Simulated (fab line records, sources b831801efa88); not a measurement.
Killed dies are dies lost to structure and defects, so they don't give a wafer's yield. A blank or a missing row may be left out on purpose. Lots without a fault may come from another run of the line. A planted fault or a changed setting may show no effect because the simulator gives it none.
Which tool did it? | flow sky130 | 14 lots, 40 wafers sampled, at 4 steps of a route of 708

WHAT THE GAUGES READ, wafer by wafer
SKY_METAL3_CD_MEAS_13: target cd 300 nm.
lot  | measured     | on        | cd_nm (nm)
L998 | day 38 21:49 | cd_sem-01 | 299.4 299.5 300.6
L999 | day 39 03:10 | cd_sem-02 | 299.6 300.1 298.5
L100 | day 39 18:50 | cd_sem-01 | 298.1 298.1 298.7
L101 | day 39 22:29 | cd_sem-01 | 299.8 298.0 299.4
L102 | day 39 23:41 | cd_sem-01 | 301.6 300.2 300.2
L103 | day 40 11:14 | cd_sem-02 | 302.7 301.8 303.7
L104 | day 40 15:29 | cd_sem-02 | 300.7 300.1 300.6
L105 | day 40 21:31 | cd_sem-01 | 301.5 302.1 301.7
L106 | day 41 09:26 | cd_sem-02 | 302.2 301.3 301.3
L107 | day 41 20:02 | cd_sem-02 | 299.0 300.6 301.1
L109 | day 42 10:35 | cd_sem-02 | 300.1 298.5 299.1
L110 | day 42 11:59 | cd_sem-01 | 300.0 300.5 301.2
L115 | day 43 17:49 | cd_sem-02 | 256.0 301.0
L118 | day 44 12:31 | cd_sem-02 | 258.1 257.1

WHICH TOOL RAN EACH LOT (tool, then ch and the chambers of the sampled wafers, then the start)
lot  | SKY_VIA2_ETCH_14                   | SKY_METAL3_SPUTTER_00        | SKY_METAL3_EXPOSE_10
L998 | rie_diel-03 ch 0,1,2, day 36 15:22 | pvd_sputter-03, day 36 16:44 | krf_scanner-02 ch 0, day 38 08:56
L999 | rie_diel-04 ch 2,3, day 36 21:33   | pvd_sputter-04, day 36 22:55 | krf_scanner-01 ch 0, day 38 15:10
L100 | rie_diel-04 ch 0,1,2, day 37 14:27 | pvd_sputter-04, day 37 15:50 | krf_scanner-02 ch 0, day 39 06:28
L101 | rie_diel-01 ch 0,1,2, day 37 16:56 | pvd_sputter-03, day 37 18:19 | krf_scanner-01 ch 0, day 39 09:14
L102 | rie_diel-04 ch 0,1, day 37 19:13   | pvd_sputter-03, day 37 20:37 | krf_scanner-02 ch 0, day 39 11:09
L103 | rie_diel-03 ch 0,1,3, day 38 08:39 | pvd_sputter-03, day 38 10:02 | krf_scanner-01 ch 0, day 40 00:37
L104 | rie_diel-03 ch 1,2,3, day 38 12:16 | pvd_sputter-01, day 38 13:38 | krf_scanner-02 ch 0, day 40 03:17
L105 | rie_diel-03 ch 0,3, day 38 18:00   | pvd_sputter-03, day 38 19:27 | krf_scanner-02 ch 0, day 40 09:01
L106 | rie_diel-01 ch 0,2,3, day 39 05:12 | pvd_sputter-01, day 39 06:37 | krf_scanner-01 ch 0, day 40 21:19
L107 | rie_diel-03 ch 1,2,3, day 39 16:21 | pvd_sputter-04, day 39 17:50 | krf_scanner-02 ch 0, day 41 08:23
L109 | rie_diel-01 ch 1,2, day 40 08:00   | pvd_sputter-04, day 40 09:23 | krf_scanner-02 ch 0, day 41 23:02
L110 | rie_diel-01 ch 0,1, day 40 09:03   | pvd_sputter-04, day 40 10:28 | krf_scanner-01 ch 0, day 42 00:37
L115 | rie_diel-03 ch 1,2, day 41 17:02   | pvd_sputter-04, day 41 18:23 | krf_scanner-01 ch 0, day 43 06:53
L118 | rie_diel-04 ch 0,2, day 42 12:27   | pvd_sputter-03, day 42 14:34 | krf_scanner-01 ch 0, day 44 01:58
- SKY_VIA2_ETCH_14: etches BARC in N2/H2, stops on SiO2, time 45.9 s, target depth 60 nm.
- SKY_METAL3_SPUTTER_00: material Ti, target thk 15 nm, time 10 s.
- SKY_METAL3_EXPOSE_10: exposes mask MM3, target cd 300 nm.

WHAT THE TOOLS THEMSELVES READ (means of the sampled wafers that have a number; where no wafer has one, the mark that the record gives instead)
SKY_VIA2_ETCH_14.
lot  | tool        | drypump_motor_current_A (A) | oes_product_au (a.u.) | throttle_valve_pct (%)
L998 | rie_diel-03 | 5.9                         | 0.853                 | 13.229
L999 | rie_diel-04 | 6.0                         | 0.856                 | 13.219
L100 | rie_diel-04 | 6.1                         | 0.853                 | 13.224
L101 | rie_diel-01 | 5.7                         | 0.856                 | 13.218
L102 | rie_diel-04 | 6.1                         | 0.854                 | 13.226
L103 | rie_diel-03 | 6.2                         | 0.851                 | 13.229
L104 | rie_diel-03 | 6.1                         | 0.849                 | 13.219
L105 | rie_diel-03 | 6.3                         | 0.854                 | 13.218
L106 | rie_diel-01 | 5.4                         | 0.859                 | 13.224
L107 | rie_diel-03 | 6.1                         | 0.854                 | 13.224
L109 | rie_diel-01 | 5.9                         | 0.854                 | 13.214
L110 | rie_diel-01 | 6.0                         | 0.854                 | 13.210
L115 | rie_diel-03 | 5.8                         | 0.856                 | 13.223
L118 | rie_diel-04 | 6.0                         | 0.857                 | 13.222

SKY_METAL3_SPUTTER_00.
lot  | tool           | chamber_pressure_pa (Pa) | throttle_valve_pct (%)
L998 | pvd_sputter-03 | 0.4000                   | 28.6
L999 | pvd_sputter-04 | 0.4000                   | 30.1
L100 | pvd_sputter-04 | 0.3998                   | 29.5
L101 | pvd_sputter-03 | 0.4003                   | 29.6
L102 | pvd_sputter-03 | 0.3996                   | 29.2
L103 | pvd_sputter-03 | 0.4007                   | 29.0
L104 | pvd_sputter-01 | 0.3998                   | 31.7
L105 | pvd_sputter-03 | 0.4000                   | 29.2
L106 | pvd_sputter-01 | 0.3996                   | 30.2
L107 | pvd_sputter-04 | 0.3992                   | 30.2
L109 | pvd_sputter-04 | 0.4003                   | 30.2
L110 | pvd_sputter-04 | 0.3993                   | 30.6
L115 | pvd_sputter-04 | 0.3997                   | 29.4
L118 | pvd_sputter-03 | 0.3994                   | 29.3

SKY_METAL3_EXPOSE_10.
lot  | tool           | exposure_dose_mJ_cm2
L998 | krf_scanner-02 | 27.967
L999 | krf_scanner-01 | 28.005
L100 | krf_scanner-02 | 28.007
L101 | krf_scanner-01 | 28.009
L102 | krf_scanner-02 | 28.008
L103 | krf_scanner-01 | 28.011
L104 | krf_scanner-02 | 28.004
L105 | krf_scanner-02 | 27.981
L106 | krf_scanner-01 | 27.987
L107 | krf_scanner-02 | 27.994
L109 | krf_scanner-02 | 27.986
L110 | krf_scanner-01 | 27.993
L115 | krf_scanner-01 | 28.003
L118 | krf_scanner-01 | 28.038

THE ANSWER, worked out from the rows above alone
Rule: what is usual is taken from the lots themselves. Put in order of their means at a reading, lots are off if they are a third of the lots or fewer, leave a main group of 4 or more, and stand apart from it by a gap of 3 or more times the standard deviation of the main group's means; of several such gaps the widest counts. A main group whose means are all the same, to the digits that the tables above print for the reading, isn't used. A lot without any number at a reading at which 4 lots or more have one is off too. The other lots that the step has rows for count as sound. The gauges are gone through in route order, then the tools' own readings, and for those a lot's mean is taken as printed above. The first step at which some lot is off is used, and at that step the reading that is off furthest; a lot without a number counts as furthest.
Off: L115, L118, at SKY_METAL3_CD_MEAS_13 (cd_nm). The main group: mean 300.3 nm, standard deviation 1.2.
A tool fits if, at a process step before that reading, it ran every lot that is off, and no sound lot after the first of them. The gauges at SKY_METAL3_CD_MEAS_13 are tried like those tools. Can't be told from this: 2 tools fit, krf_scanner-01 at SKY_METAL3_EXPOSE_10, cd_sem-02 at SKY_METAL3_CD_MEAS_13.

WHAT THE SIMULATOR HAD PUT IN
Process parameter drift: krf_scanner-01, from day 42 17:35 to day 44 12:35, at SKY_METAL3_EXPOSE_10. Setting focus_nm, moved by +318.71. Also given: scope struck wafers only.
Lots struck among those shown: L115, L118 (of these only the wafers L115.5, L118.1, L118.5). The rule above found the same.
